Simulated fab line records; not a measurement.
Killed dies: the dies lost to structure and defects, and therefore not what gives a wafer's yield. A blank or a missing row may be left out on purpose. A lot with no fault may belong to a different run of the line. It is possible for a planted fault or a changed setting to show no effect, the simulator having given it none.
One fault seen from 2 desks || flow sky130 || each desk holds nothing but its own numbers, with what lay behind them at the end

== FOR THE TOOL OWNER'S DESK: rie-diel-01 ==
The tool's own readings at SKY_LI_CONTACT_ETCH_14 (etches BARC in N2/H2, stops on SiO2, time 45.9 s, target depth 60 nm): means of the sampled wafers that have a number, for each lot that ran on this tool. Any lot whose mean is over 4 standard deviations away from the usual mean is out of limits and marked OUT; that distance is given in the brackets.
Columns: A = drypump-motor-current-A at SKY_LI_CONTACT_ETCH_14, usual 5.4 A; B = h2-flow-sccm at SKY_LI_CONTACT_ETCH_14, usual 200.0 sccm; C = oes-product-au at SKY_LI_CONTACT_ETCH_14, usual 0.855 a.u.; D = throttle-valve-pct at SKY_LI_CONTACT_ETCH_14, usual 13.225 %
{"lot": "L393", "first seen here": "day 29 07:32", "A": 5.9, "B": 199.8, "C": 0.856, "D": 13.220}
{"lot": "L407", "first seen here": "day 34 03:47", "A": 5.6, "B": 200.4, "C": 0.853, "D": 13.227}
{"lot": "L412", "first seen here": "day 35 15:50", "A": 5.6, "B": 200.1, "C": 0.857, "D": 13.226}
This desk found nothing out of limits on any of the 3 lots.

== THE METROLOGY DESK ==
What the gauges read for every lot (on any tool): the sampled wafers with a number, averaged. Any lot whose mean is over 4 standard deviations away from the usual mean is out of limits and marked OUT; that distance is given in the brackets.
Columns: A = LI_CONTACT_BOW at SKY_LI_CONTACT_BOW_MEAS_03, usual 56 um; B = cd-nm at SKY_LI_CONTACT_CD_MEAS_12, usual 169.8 nm; C = LI_CONTACT_OVL at SKY_LI_CONTACT_OVL_MEAS_13, usual 2 nm
{"lot": "L393", "first seen here": "day 28 02:30", "A": 55, "B": 171.5, "C": 6}
{"lot": "L395", "first seen here": "day 29 07:30", "A": 59, "B": 168.8, "C": -2}
{"lot": "L407", "first seen here": "day 33 01:09", "A": 53, "B": 170.0, "C": 7}
{"lot": "L409", "first seen here": "day 33 17:22", "A": 59, "B": 172.0, "C": 6}
{"lot": "L412", "first seen here": "day 34 13:35", "A": 54, "B": 170.1, "C": 3}
{"lot": "L413", "first seen here": "day 34 20:46", "A": 55, "B": 171.2, "C": 2}
This desk found nothing out of limits on any of the 6 lots.

== ALL TOGETHER ==
The desk of the tool owner found nothing out of limits.
The metrology desk saw nothing out of limits.

== WHAT HAD BEEN PUT IN BY THE SIMULATOR ==
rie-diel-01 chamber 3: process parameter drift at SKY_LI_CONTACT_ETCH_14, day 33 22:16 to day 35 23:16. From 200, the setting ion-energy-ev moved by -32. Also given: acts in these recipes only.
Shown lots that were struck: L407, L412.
